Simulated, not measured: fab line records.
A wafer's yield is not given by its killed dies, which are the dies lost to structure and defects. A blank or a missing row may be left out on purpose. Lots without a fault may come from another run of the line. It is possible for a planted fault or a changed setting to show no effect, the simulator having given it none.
2 desks looking at one fault | flow gf180mcu | each desk holds nothing but its own numbers, with what lay behind them at the end

== METROLOGY DESK ==
What the gauges read for every lot (on any tool): the sampled wafers with a number, averaged. The brackets show how far a lot's mean lies from the usual mean; more than 4 standard deviations puts the lot out of limits, marked OUT.
Columns: A = VT_IMPLANT_01_OVL at GF_VT_IMPLANT_OVL_MEAS_18, usual -0.1 nm; B = MVPSD_RS at GF_VT_IMPLANT_RS_MEAS_49, usual 1167.7 ohm/sq; C = DUAL_GATE_OXIDATION_00_THK at GF_DUAL_GATE_THK_MEAS_03, usual 10.86 nm
lot  | first seen here | A    | B      | C
L609 | day 6 06:02     | 0.2  | 1167.9 | 10.93
L610 | day 6 17:14     | -1.6 | 1166.7 | 11.05
L612 | day 7 03:53     | -1.7 | 1169.0 | 11.13
L615 | day 8 00:07     | -0.4 | 1171.6 | 14.32 (+13) OUT
L616 | day 8 04:02     | -0.1 | 1169.1 | 14.53 (+14) OUT
L622 | day 9 18:53     | -1.0 | 1167.5 | 10.85
L623 | day 10 01:47    | 1.4  | 1170.3 | 10.74
L624 | day 10 06:40    | 0.6  | 1165.3 | 10.83
L625 | day 10 14:04    | -1.2 | 1164.3 | 10.88
L628 | day 11 10:58    | 1.0  | 1164.2 | 11.14
L629 | day 11 15:31    | -0.4 | 1169.1 | 10.97
L630 | day 11 21:59    | -1.2 | 1169.9 | 10.80
L632 | day 12 12:46    | -2.0 | 1167.5 | 10.57
Per this desk, out of limits: L615, L616; the first was L615, day 9 13:23 (DUAL_GATE_OXIDATION_00_THK at GF_DUAL_GATE_THK_MEAS_03). L609, L610, L612, L622, L623, L624, L625, L628, L629, L630, L632 stayed within limits.

== DESK OF THE TOOL OWNER: furnace-01 ==
The tool's own readings at GF_DUAL_GATE_OXIDATION_02 (stabilise 600 s, purge 300 s, target thk 10.887 nm): means of the sampled wafers that have a number, for each lot that ran on this tool. The brackets show how far a lot's mean lies from the usual mean; more than 4 standard deviations puts the lot out of limits, marked OUT.
Columns: A = spike-tc-bottom-C at GF_DUAL_GATE_OXIDATION_02, usual 916.9 C; B = spike-tc-lower-C at GF_DUAL_GATE_OXIDATION_02, usual 898.1 C
lot  | first seen here | A     | B
L609 | day 7 15:11     | 919.3 | 897.8
L610 | day 8 02:37     | 919.3 | 897.6
L612 | day 8 14:02     | 919.2 | 898.3
L615 | day 9 11:56     | 919.8 | 898.0
L616 | day 9 16:11     | 919.1 | 896.4
L625 | day 12 05:23    | 919.6 | 896.7
L628 | day 13 03:59    | 918.9 | 897.7
L629 | day 13 08:05    | 918.5 | 897.4
This desk's finding: nothing out of limits on any of the 8 lots.

== ALL TOGETHER ==
The metrology desk could have raised an alarm at day 9 13:23, on L615, L616.
The desk of the tool owner found nothing out of limits.
Tool owner's desk: L615, L616 on record, inside its limits.
The lots listed all ran GF_DUAL_GATE_OXIDATION_02 on furnace-01.

== WHAT WAS PUT IN BY THE SIMULATOR ==
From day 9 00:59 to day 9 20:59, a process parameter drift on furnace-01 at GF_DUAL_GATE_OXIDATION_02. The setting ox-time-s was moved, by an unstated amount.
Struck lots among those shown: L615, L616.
Hours from the fault's start to each desk's first reading out of limits: the metrology desk, 12.
